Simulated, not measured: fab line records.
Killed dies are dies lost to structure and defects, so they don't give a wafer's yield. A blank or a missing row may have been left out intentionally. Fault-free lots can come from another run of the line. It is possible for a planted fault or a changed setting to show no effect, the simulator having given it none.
A struck lot beside a sound one + flow sky130 + 35 out of 708 route steps
Sound: these wafers, L278.1, L278.4, L278.6. Struck: wafers L271.3, L271.5, L271.6. The cause comes at the end.
Per side, at each step with rows, come the tool, then ch with its chambers, and then its first start. Under that, the readings that differ: sound wafers + struck wafers + difference of the means + sigmas: that difference in standard deviations of wafers without a fault.
alike: readings whose means differ by less than 2 such deviations, and words and numbers that are the same on both sides. not compared: withheld readings, readings that some wafer has no value for, bounds like >300 that may hide the same value, and numbers for which the record gives no deviation and whose values overlap.
The two part at a step that has a row with sigmas, a row that says differs or no value, or rows on one side only. Non-overlapping numbers with no deviation appear without sigmas and do not part them. Lack of a reading on every wafer of one side parts them only where that side has two or more wafers.

first, 10 steps without rows for these wafers: SKY_METAL1_EXPOSE_12 (exposes mask MM1, target cd 140 nm); SKY_METAL1_PEB_13; SKY_METAL1_DEVELOP_14 (develop time 60 s); SKY_METAL1_DESCUM_17 (chemistry O2, time 8 s); SKY_METAL1_ETCH_18 (etches BARC in N2/H2, stops on SiO2, time 45.9 s, target depth 60 nm); SKY_METAL1_METAL_ETCH_19 (etches the open film in Cl2/BCl3, stops on SiO2, target depth 360 nm, time 78 s); SKY_METAL1_STRIP_20 (strips in O2/N2); SKY_METAL1_STRIP_21 (strips in post etch residue remover, time 1200 s); SKY_METAL1_CLEAN_22 (cleans in IPA, time 180 s); SKY_METAL1_CLEAN_23 (cleans in O3/DIW).
SKY_VIA1_HDPCVD_00: deposits SiO2, target thk 1030 nm, time 171.7 s.
  sound on hdpcvd-02 ch 1,2, day 39 15:31; struck on hdpcvd-01 ch 1,2, day 37 14:01
  alike: sih4-flow-sccm
then, 23 steps without rows for these wafers: SKY_VIA1_CMP_02 (polishes SiO2); SKY_VIA1_DEHYDRATE_04 (time 60 s); SKY_VIA1_HMDS_05 (prime time 60 s); SKY_VIA1_COAT_06 (resist thk 60 nm); SKY_VIA1_COAT_07 (resist thk 450 nm); SKY_VIA1_SOFTBAKE_08 (time 90 s); SKY_VIA1_EXPOSE_09 (exposes mask VIM, target cd 150 nm); SKY_VIA1_PEB_10; SKY_VIA1_DEVELOP_11 (develop time 60 s); SKY_VIA1_ETCH_14 (etches BARC in N2/H2, stops on SiO2, time 45.9 s, target depth 60 nm); SKY_VIA1_ETCH_15 (etches SiO2 in C4F8/O2/Ar, stops on TiN, target depth 351 nm, time 54 s); SKY_VIA1_STRIP_16 (strips in O2/N2); SKY_VIA1_STRIP_17 (strips in post etch residue remover, time 1200 s); SKY_VIA1_CLEAN_18 (cleans in IPA, time 180 s); SKY_VIA1_CLEAN_19 (cleans in O3/DIW); SKY_VIA1_SPUTTER_20 (material TiN, target thk 20 nm, time 80 s); SKY_VIA1_CVD_21 (deposits W, target thk 270 nm, time 80.902 s); SKY_VIA1_CMP_24 (polishes, stops on SiO2, t overpolish 15 s, target thk 0 nm); SKY_METAL2_SPUTTER_00 (material Ti, target thk 15 nm, time 10 s); SKY_METAL2_SPUTTER_01 (material TiN, target thk 20 nm, time 16.7 s); SKY_METAL2_SPUTTER_02 (material AlCu, target thk 250 nm, time 13.3 s); SKY_METAL2_SPUTTER_03 (material Ti, target thk 5 nm, time 3.3 s); SKY_METAL2_SPUTTER_04 (material TiN, target thk 70 nm, time 58.3 s).
-- the record jumps here: 12 days lie between the struck wafers' starts before and after (it left off in module METAL2 and takes up again in module PAD_OPEN, whose first step shown is number 708 of the route) --
SKY_PAD_OPEN_PROBE_99:
  sound: prober-01 at day 50 19:00; struck: prober-02 at day 49 09:40
| reading                               | sound             | struck                                                                     | difference                   | sigmas |
|---------------------------------------|-------------------|----------------------------------------------------------------------------|------------------------------|--------|
| hold                                  | - - -             | await-dispo/3.2h/release await-dispo/3.2h/release await-dispo/3.2h/release | no value on the sound wafers |        |
| defect-limited-yield (%)              | 85.6 78.5 80.7    | 73.0 72.2 72.4                                                             | -9.1                         | -4     |
| killed_at_M0_to_M3                    | 41 48 38          | 94 100 94                                                                  | +54                          | +7     |
| killed-dies                           | 71 106 95         | 133 137 136                                                                | +45                          | +4     |
| sort_bin_3_pad_short (%)              | 1.2 0.8 0.6       | 3.9 2.4 4.5                                                                | +2.7                         | +8     |
| sort_bin_5_function (%)               | 7.9 14.6 9.8      | 16.5 16.1 15.4                                                             | +5.2                         | +3     |
| sort-n-pass                           | 421 386 397       | 359 355 356                                                                | -45                          | -4     |
| sort-yield-pct (%)                    | 85.6 78.5 80.7    | 73.0 72.2 72.4                                                             | -9.1                         | -4     |
| model.etest.tester.sort-n-pass        | 421 386 397       | 359 355 356                                                                | -45                          |        |
| model.etest.tester.sort-yield-pct (%) | 85.57 78.46 80.69 | 72.97 72.15 72.36                                                          | -9.08                        |        |
| model.etest.tester.sort_bin_5_pct (%) | 7.927 14.63 9.756 | 16.46 16.06 15.45                                                          | +5.22                        |        |
| model.etest.tester.sort_bin_3_pct (%) | 1.22 0.813 0.6098 | 3.862 2.439 4.472                                                          | +2.710                       |        |
  alike: killed_at_M4_up, killed-at-contacts, killed-at-front-end, killed-at-other, killed-open, killed-short, sort_bin_6_memory

## WHERE THEY PART
Within this record, at SKY_PAD_OPEN_PROBE_99 only.

WHY: what the simulator had put in
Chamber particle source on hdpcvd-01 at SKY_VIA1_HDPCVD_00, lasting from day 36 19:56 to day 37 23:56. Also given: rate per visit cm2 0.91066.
